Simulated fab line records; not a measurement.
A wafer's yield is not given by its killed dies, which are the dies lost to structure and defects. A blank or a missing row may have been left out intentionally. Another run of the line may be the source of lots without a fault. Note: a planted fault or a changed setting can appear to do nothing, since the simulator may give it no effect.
Chamber matching + flow sky130 + 4 sister chambers for SKY_FIELD_ISO_ETCH_17 on rie-si-02
The step etches Si in HBr/Cl2/O2, target depth 342 nm, time 97.7 s. 18 wafers are shown with their chamber, then 9 later ones without.

WAFERS, EACH WITH ITS CHAMBER
| wafer  | chamber | drypump-motor-current-A (A) | oes-product-au (a.u.) | throttle-valve-pct (%) |
|--------|---------|-----------------------------|-----------------------|------------------------|
| L410.2 | 2       | 5.49                        | 0.996                 | 25.659                 |
| L410.3 | 0       | 5.03                        | 0.997                 | 25.642                 |
| L410.6 | 3       | 5.61                        | 0.996                 | 25.663                 |
| L412.1 | 1       | 5.61                        | 1.005                 | 25.655                 |
| L412.5 | 1       | 5.64                        | 1.004                 | 25.652                 |
| L412.6 | 0       | 5.02                        | 1.008                 | 25.645                 |
| L413.2 | 3       | 5.58                        | 0.996                 | 25.662                 |
| L413.4 | 1       | 5.61                        | 0.996                 | 25.644                 |
| L413.6 | 2       | 5.47                        | 1.006                 | 25.673                 |
| L416.3 | 3       | 5.60                        | 1.000                 | 25.653                 |
| L416.4 | 0       | 5.03                        | 1.015                 | 25.634                 |
| L416.5 | 0       | 5.03                        | 1.024                 | 25.644                 |
| L417.3 | 2       | 5.49                        | 1.003                 | 25.647                 |
| L417.4 | 3       | 5.60                        | 0.993                 | 25.652                 |
| L417.5 | 2       | 5.48                        | 0.997                 | 25.644                 |
| L418.4 | 0       | 5.02                        | 1.018                 | 25.657                 |
| L418.5 | 3       | 5.59                        | 1.000                 | 25.660                 |
| L418.6 | 2       | 5.50                        | 1.006                 | 25.646                 |

SIGNATURES (averages over the wafers above)
| reading                 | chamber 0 | chamber 1 | chamber 2 | chamber 3 | scatter within a chamber |
|-------------------------|-----------|-----------|-----------|-----------|--------------------------|
| drypump-motor-current-A | 5.0260    | 5.6200    | 5.4860    | 5.5960    | 0.0112                   |
| oes-product-au          | 1.01240   | 1.00167   | 1.00160   | 0.99700   | 0.00658                  |
| throttle-valve-pct      | 25.64440  | 25.65033  | 25.65380  | 25.65800  | 0.00863                  |
Rule: distance of a wafer from a chamber = root of the sum over the readings of ((wafer's reading minus chamber's mean) / reading's scatter) squared. If the next closest chamber is less than 2 further off than the closest, the wafer can't be placed; otherwise it belongs to the closest. The scatter: the root of (the sum of the squares of (reading less its chamber's mean) over the shown wafers, divided by (wafers less chambers)).

WAFERS MISSING THEIR CHAMBER
| wafer  | drypump-motor-current-A (A) | oes-product-au (a.u.) | throttle-valve-pct (%) |
|--------|-----------------------------|-----------------------|------------------------|
| L426.4 | 5.05                        | 1.008                 | 25.671                 |
| L426.5 | 5.47                        | 1.008                 | 25.664                 |
| L426.6 | 5.62                        | 1.001                 | 25.652                 |
| L430.1 | 5.60                        | 1.001                 | 25.653                 |
| L430.2 | 5.49                        | 1.006                 | 25.645                 |
| L430.3 | 5.02                        | 1.003                 | 25.647                 |
| L431.3 | 5.59                        | 0.999                 | 25.647                 |
| L431.4 | 5.03                        | 1.002                 | 25.655                 |
| L431.5 | 5.47                        | 1.010                 | 25.659                 |

WHICH CHAMBER EACH WENT THROUGH
| wafer  | from the rows above     | in truth |
|--------|-------------------------|----------|
| L426.4 | 0                       | 0        |
| L426.5 | 2                       | 2        |
| L426.6 | 1                       | 1        |
| L430.1 | can't be placed: 3 or 1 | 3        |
| L430.2 | 2                       | 2        |
| L430.3 | 0                       | 0        |
| L431.3 | can't be placed: 3 or 1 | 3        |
| L431.4 | 0                       | 0        |
| L431.5 | 2                       | 2        |
Placed correctly: 7 of 9. Not placeable from these rows: 2 (in 2, the candidates include the true chamber). Number placed wrongly: 0.
